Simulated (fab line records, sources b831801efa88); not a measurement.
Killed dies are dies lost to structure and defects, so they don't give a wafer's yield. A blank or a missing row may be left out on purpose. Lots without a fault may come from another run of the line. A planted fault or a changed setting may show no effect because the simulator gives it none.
Problem report in the 8D (eight disciplines) form, filled by code | flow sky130 | the parts of the form that need people (team, actions taken, sign-off) are left out

1. THE PROBLEM
spin_speed_rpm at SKY_CAP2M_COAT_07 reads a mean of 2898.4 rpm on 6 wafers of 2 lots; wafers without a fault read 2999.9 rpm with a standard deviation of 2.1. That is -48 standard deviations from the usual mean.
The step: resist thk 1140 nm.
First seen on wafer L320.2, day 45 11:39, on litho_track-03. The record holds 42 wafers of 14 lots with a number at this step. Rule for "out", or "out of limits": more than 4 standard deviations from the usual mean. The other wafers with a number count as sound.

2. WHAT IT IS AND WHAT IT IS NOT
question                    | is                     | is not
which readings at this step | spin_speed_rpm         | -
which lots                  | L320, L321             | L309, L310, L311, L312, L316, L322, L323, L324, L325, L326, L328, L329
which wafers of those lots  | all that have a number | -
read on which tools         | litho_track-03         | litho_track-01, litho_track-02
when                        | from day 45 11:39      | up to then (15 sound wafers); but 21 sound wafers of L322, L323, L324, L325, L326, L328, L329 came after

3. SUSPECTS, AND WHAT RULES EACH OUT
Counting: a tool at a process step up to the reading stays a suspect if it ran every lot that is out and no sound lot after the first of them.
- litho_track-03 at SKY_CAP2M_COAT_07 (resist thk 1140 nm): kept. It ran every lot that is out, first L320 (day 45 11:39), and no sound lot after that; its last sound lot up to then is L312 (day 40 23:19). Its own readings are out on those wafers: spin_speed_rpm.
Left after counting: litho_track-03 at SKY_CAP2M_COAT_07.

4. THE CAUSE (what the simulator had put in)
Process parameter drift: litho_track-03, from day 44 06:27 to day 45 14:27, at SKY_CAP2M_COAT_07. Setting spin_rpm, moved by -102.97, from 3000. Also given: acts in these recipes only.
Counting left only this tool.

5. THE CHAIN OF EFFECTS, in route order
Each row: a reading whose mean over the struck wafers that have a number lies more than 3 standard deviations from the usual. Only readings for which the record gives a usual standard deviation are gone through. hours: the time from each lot's start at the first step in this table that gives one to its start at this step, as a median over the lots. sigmas: the change in usual standard deviations.
hours | step               | reading                  | usual      | on struck wafers | change | sigmas
0     | SKY_CAP2M_COAT_07  | spin_speed_rpm           | 2999.9 rpm | 2898.4           | -101.5 | -48
12    | SKY_CAP2M_STRIP_14 | strip_time_to_endpoint_s | 12.68 s    | 12.88            | +0.20  | +5.3
The process steps in it:
- SKY_CAP2M_COAT_07: resist thk 1140 nm.
- SKY_CAP2M_STRIP_14: strips in O2/N2.

6. WHAT WOULD HAVE CAUGHT IT SOONER
In this record the first reading out of limits was taken at day 45 11:39, 29 hours after the fault began at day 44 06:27.
